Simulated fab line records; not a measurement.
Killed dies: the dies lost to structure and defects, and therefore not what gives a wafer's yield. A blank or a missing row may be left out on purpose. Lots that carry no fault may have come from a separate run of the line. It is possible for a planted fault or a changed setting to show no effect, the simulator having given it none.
What tool caused it? || flow sky130 || 13 lots, 39 wafers sampled, at 4 steps of a route of 708

## WHAT THE GAUGES SHOWED, per wafer
SKY_SD_N_OVL_MEAS_08. Usual: SD_N_OVL gives -1.5 nm (standard deviation 1.4).
{"lot": "L466", "measured": "day 28 00:45", "on": "overlay-02", "SD_N_OVL (nm)": "-1.6 -1.1 0.5", "flag": ""}
{"lot": "L467", "measured": "day 28 11:39", "on": "overlay-01", "SD_N_OVL (nm)": "-2.1 -2.3 -3.5", "flag": ""}
{"lot": "L470", "measured": "day 29 15:24", "on": "overlay-01", "SD_N_OVL (nm)": "-4.2 -2.9 -2.4", "flag": ""}
{"lot": "L471", "measured": "day 29 23:07", "on": "overlay-01", "SD_N_OVL (nm)": "-1.1 -2.3 -1.5", "flag": ""}
{"lot": "L472", "measured": "day 30 08:27", "on": "overlay-02", "SD_N_OVL (nm)": "-3.2 -3.3 -4.5", "flag": ""}
{"lot": "L476", "measured": "day 31 18:09", "on": "overlay-01", "SD_N_OVL (nm)": "-1.2 -1.2 -1.0", "flag": ""}
{"lot": "L479", "measured": "day 32 23:00", "on": "overlay-01", "SD_N_OVL (nm)": "-2.7 -0.2 -2.0", "flag": ""}
{"lot": "L482", "measured": "day 33 16:31", "on": "overlay-02", "SD_N_OVL (nm)": "-1.8 -1.8 -2.7", "flag": ""}
{"lot": "L483", "measured": "day 33 17:20", "on": "overlay-01", "SD_N_OVL (nm)": "-1.2 -0.7 -1.4", "flag": ""}
{"lot": "L484", "measured": "day 33 21:42", "on": "overlay-01", "SD_N_OVL (nm)": "-2.4 -1.5 -3.2", "flag": ""}
{"lot": "L486", "measured": "day 34 20:09", "on": "overlay-01", "SD_N_OVL (nm)": "-1.4 -2.8 -1.8", "flag": ""}
{"lot": "L487", "measured": "day 35 08:08", "on": "overlay-02", "SD_N_OVL (nm)": "0.0 0.0 -1.1", "flag": ""}
{"lot": "L489", "measured": "day 35 17:20", "on": "overlay-02", "SD_N_OVL (nm)": "-0.5 -1.4 -1.7", "flag": ""}

SKY_LI_CONTACT_CD_MEAS_12 targets a cd of 170 nm. Usual: cd_nm reads 170.1 nm (standard deviation 1.6).
{"lot": "L466", "measured": "day 29 06:53", "on": "cd_sem-01", "cd_nm (nm)": "170.9 172.2 170.7", "flag": ""}
{"lot": "L467", "measured": "day 29 18:11", "on": "cd_sem-02", "cd_nm (nm)": "171.1 169.9 170.0", "flag": ""}
{"lot": "L470", "measured": "day 30 21:20", "on": "cd_sem-02", "cd_nm (nm)": "171.6 173.4 170.9", "flag": ""}
{"lot": "L471", "measured": "day 31 05:02", "on": "cd_sem-02", "cd_nm (nm)": "170.7 169.6 169.4", "flag": ""}
{"lot": "L472", "measured": "day 31 14:08", "on": "cd_sem-01", "cd_nm (nm)": "169.0 168.6 167.9", "flag": ""}
{"lot": "L476", "measured": "day 32 22:53", "on": "cd_sem-01", "cd_nm (nm)": "169.4 169.3 169.4", "flag": ""}
{"lot": "L479", "measured": "day 34 03:55", "on": "cd_sem-01", "cd_nm (nm)": "171.4 172.8 171.7", "flag": ""}
{"lot": "L482", "measured": "day 34 21:02", "on": "cd_sem-02", "cd_nm (nm)": "170.9 172.9 173.1", "flag": ""}
{"lot": "L483", "measured": "day 34 22:04", "on": "cd_sem-02", "cd_nm (nm)": "170.6 170.4 171.3", "flag": ""}
{"lot": "L484", "measured": "day 35 02:07", "on": "cd_sem-01", "cd_nm (nm)": "171.4 170.4 172.2", "flag": ""}
{"lot": "L486", "measured": "day 36 00:05", "on": "cd_sem-02", "cd_nm (nm)": "168.4 168.9 169.3", "flag": ""}
{"lot": "L487", "measured": "day 36 12:10", "on": "cd_sem-01", "cd_nm (nm)": "172.6 170.8 171.7", "flag": ""}
{"lot": "L489", "measured": "day 36 20:50", "on": "cd_sem-02", "cd_nm (nm)": "166.4 168.3 168.9", "flag": ""}

## WHAT TOOL EACH LOT RAN ON (gives the tool, then ch and the chambers of the sampled wafers, and finally the start)
{"lot": "L466", "SKY_SD_N_STRIP_11": "plasma_asher-03 ch 0,1, day 28 01:05", "SKY_SD_N_RTA_14": "rtp_anneal-01 ch 0, day 28 01:17"}
{"lot": "L467", "SKY_SD_N_STRIP_11": "plasma_asher-03 ch 0,1, day 28 11:59", "SKY_SD_N_RTA_14": "rtp_anneal-02 ch 0, day 28 12:12"}
{"lot": "L470", "SKY_SD_N_STRIP_11": "plasma_asher-03 ch 0,1, day 29 15:44", "SKY_SD_N_RTA_14": "rtp_anneal-01 ch 0, day 29 15:56"}
{"lot": "L471", "SKY_SD_N_STRIP_11": "plasma_asher-03 ch 0,1, day 29 23:28", "SKY_SD_N_RTA_14": "rtp_anneal-02 ch 0, day 29 23:40"}
{"lot": "L472", "SKY_SD_N_STRIP_11": "plasma_asher-03 ch 0,1, day 30 08:47", "SKY_SD_N_RTA_14": "rtp_anneal-01 ch 0, day 30 09:00"}
{"lot": "L476", "SKY_SD_N_STRIP_11": "plasma_asher-01 ch 0,1, day 31 18:30", "SKY_SD_N_RTA_14": "rtp_anneal-01 ch 0, day 31 18:43"}
{"lot": "L479", "SKY_SD_N_STRIP_11": "plasma_asher-03 ch 1, day 32 23:20", "SKY_SD_N_RTA_14": "rtp_anneal-02 ch 0, day 32 23:33"}
{"lot": "L482", "SKY_SD_N_STRIP_11": "plasma_asher-01 ch 0,1, day 33 16:52", "SKY_SD_N_RTA_14": "rtp_anneal-01 ch 0, day 33 17:04"}
{"lot": "L483", "SKY_SD_N_STRIP_11": "plasma_asher-04 ch 0,1, day 33 17:40", "SKY_SD_N_RTA_14": "rtp_anneal-02 ch 0, day 33 17:54"}
{"lot": "L484", "SKY_SD_N_STRIP_11": "plasma_asher-04 ch 0,1, day 33 22:03", "SKY_SD_N_RTA_14": "rtp_anneal-01 ch 0, day 33 22:15"}
{"lot": "L486", "SKY_SD_N_STRIP_11": "plasma_asher-01 ch 0,1, day 34 20:29", "SKY_SD_N_RTA_14": "rtp_anneal-01 ch 0, day 34 20:42"}
{"lot": "L487", "SKY_SD_N_STRIP_11": "plasma_asher-01 ch 0,1, day 35 08:28", "SKY_SD_N_RTA_14": "rtp_anneal-02 ch 0, day 35 08:41"}
{"lot": "L489", "SKY_SD_N_STRIP_11": "plasma_asher-03 ch 0,1, day 35 17:40", "SKY_SD_N_RTA_14": "rtp_anneal-02 ch 0, day 35 17:53"}
- SKY_SD_N_STRIP_11: strips in O2/N2.
- SKY_SD_N_RTA_14: time 2 s.

## WHAT THE TOOLS THEMSELVES READ (means of the sampled wafers that have a number; where no wafer has one, the mark that the record gives instead)
SKY_SD_N_STRIP_11. Usual: drypump_motor_current_A 6.0 A, standard deviation 0.5; oes_product_au 0.527 a.u., standard deviation 0.0046; strip_time_to_endpoint_s 22.54 s, standard deviation 0.045.
{"lot": "L466", "tool": "plasma_asher-03", "drypump_motor_current_A (A)": 6.1, "oes_product_au (a.u.)": 0.524, "strip_time_to_endpoint_s (s)": 22.55, "flag": ""}
{"lot": "L467", "tool": "plasma_asher-03", "drypump_motor_current_A (A)": 6.4, "oes_product_au (a.u.)": 0.527, "strip_time_to_endpoint_s (s)": 22.52, "flag": ""}
{"lot": "L470", "tool": "plasma_asher-03", "drypump_motor_current_A (A)": 6.1, "oes_product_au (a.u.)": 0.529, "strip_time_to_endpoint_s (s)": 22.52, "flag": ""}
{"lot": "L471", "tool": "plasma_asher-03", "drypump_motor_current_A (A)": 6.1, "oes_product_au (a.u.)": 0.526, "strip_time_to_endpoint_s (s)": 22.54, "flag": ""}
{"lot": "L472", "tool": "plasma_asher-03", "drypump_motor_current_A (A)": 6.5, "oes_product_au (a.u.)": 0.304, "strip_time_to_endpoint_s (s)": "-", "flag": "OFF"}
{"lot": "L476", "tool": "plasma_asher-01", "drypump_motor_current_A (A)": 5.6, "oes_product_au (a.u.)": 0.526, "strip_time_to_endpoint_s (s)": 22.50, "flag": ""}
{"lot": "L479", "tool": "plasma_asher-03", "drypump_motor_current_A (A)": 5.8, "oes_product_au (a.u.)": 0.525, "strip_time_to_endpoint_s (s)": 22.52, "flag": ""}
{"lot": "L482", "tool": "plasma_asher-01", "drypump_motor_current_A (A)": 5.7, "oes_product_au (a.u.)": 0.525, "strip_time_to_endpoint_s (s)": 22.48, "flag": ""}
{"lot": "L483", "tool": "plasma_asher-04", "drypump_motor_current_A (A)": 5.7, "oes_product_au (a.u.)": 0.532, "strip_time_to_endpoint_s (s)": 22.58, "flag": ""}
{"lot": "L484", "tool": "plasma_asher-04", "drypump_motor_current_A (A)": 5.7, "oes_product_au (a.u.)": 0.526, "strip_time_to_endpoint_s (s)": 22.48, "flag": ""}
{"lot": "L486", "tool": "plasma_asher-01", "drypump_motor_current_A (A)": 5.7, "oes_product_au (a.u.)": 0.523, "strip_time_to_endpoint_s (s)": 22.50, "flag": ""}
{"lot": "L487", "tool": "plasma_asher-01", "drypump_motor_current_A (A)": 5.7, "oes_product_au (a.u.)": 0.529, "strip_time_to_endpoint_s (s)": 22.51, "flag": ""}
{"lot": "L489", "tool": "plasma_asher-03", "drypump_motor_current_A (A)": 6.4, "oes_product_au (a.u.)": 0.530, "strip_time_to_endpoint_s (s)": 22.55, "flag": ""}

SKY_SD_N_RTA_14. Usual: lamp_power_pct 15.74 %, standard deviation 0.05; ramp_up_c_per_s 150.01, standard deviation 0.029; wafer_temp_C_max 1078.0, standard deviation 1.2.
{"lot": "L466", "tool": "rtp_anneal-01", "lamp_power_pct (%)": 15.69, "ramp_up_c_per_s": 150.01, "wafer_temp_C_max": 1078.2, "flag": ""}
{"lot": "L467", "tool": "rtp_anneal-02", "lamp_power_pct (%)": 15.76, "ramp_up_c_per_s": 149.99, "wafer_temp_C_max": 1077.2, "flag": ""}
{"lot": "L470", "tool": "rtp_anneal-01", "lamp_power_pct (%)": 15.71, "ramp_up_c_per_s": 150.01, "wafer_temp_C_max": 1077.5, "flag": ""}
{"lot": "L471", "tool": "rtp_anneal-02", "lamp_power_pct (%)": 15.67, "ramp_up_c_per_s": 150.02, "wafer_temp_C_max": 1078.5, "flag": ""}
{"lot": "L472", "tool": "rtp_anneal-01", "lamp_power_pct (%)": 15.76, "ramp_up_c_per_s": 150.02, "wafer_temp_C_max": 1078.0, "flag": ""}
{"lot": "L476", "tool": "rtp_anneal-01", "lamp_power_pct (%)": 15.73, "ramp_up_c_per_s": 150.00, "wafer_temp_C_max": 1077.9, "flag": ""}
{"lot": "L479", "tool": "rtp_anneal-02", "lamp_power_pct (%)": 15.75, "ramp_up_c_per_s": 149.98, "wafer_temp_C_max": 1077.3, "flag": ""}
{"lot": "L482", "tool": "rtp_anneal-01", "lamp_power_pct (%)": 15.69, "ramp_up_c_per_s": 150.01, "wafer_temp_C_max": 1078.9, "flag": ""}
{"lot": "L483", "tool": "rtp_anneal-02", "lamp_power_pct (%)": 15.79, "ramp_up_c_per_s": 150.02, "wafer_temp_C_max": 1077.7, "flag": ""}
{"lot": "L484", "tool": "rtp_anneal-01", "lamp_power_pct (%)": 15.73, "ramp_up_c_per_s": 150.00, "wafer_temp_C_max": 1077.9, "flag": ""}
{"lot": "L486", "tool": "rtp_anneal-01", "lamp_power_pct (%)": 15.76, "ramp_up_c_per_s": 150.00, "wafer_temp_C_max": 1078.6, "flag": ""}
{"lot": "L487", "tool": "rtp_anneal-02", "lamp_power_pct (%)": 15.74, "ramp_up_c_per_s": 150.03, "wafer_temp_C_max": 1077.6, "flag": ""}
{"lot": "L489", "tool": "rtp_anneal-02", "lamp_power_pct (%)": 15.72, "ramp_up_c_per_s": 150.01, "wafer_temp_C_max": 1077.6, "flag": ""}

## THE ANSWER, worked out from the rows above alone
Rule: a lot counts as off when the mean over its wafers that have a number is more than 3 standard deviations away from the usual mean. A lot without any number at a reading at which 4 lots or more have one is off too. The other lots that the step has rows for count as sound. Order of review: gauges by route order, followed by the tools' own readings, for which a lot's mean as printed above is used. The first step at which some lot is off is used, and at that step the reading that is off furthest; a lot without a number counts as furthest.
Off: L472, at SKY_SD_N_STRIP_11 (strip_time_to_endpoint_s). Without a number there: L472.
A tool fits if, at that step or a process step before it, it ran every lot that is off, and no sound lot after the first of them. Of those tried, none fits.

## WHAT THE SIMULATOR HAD PUT IN
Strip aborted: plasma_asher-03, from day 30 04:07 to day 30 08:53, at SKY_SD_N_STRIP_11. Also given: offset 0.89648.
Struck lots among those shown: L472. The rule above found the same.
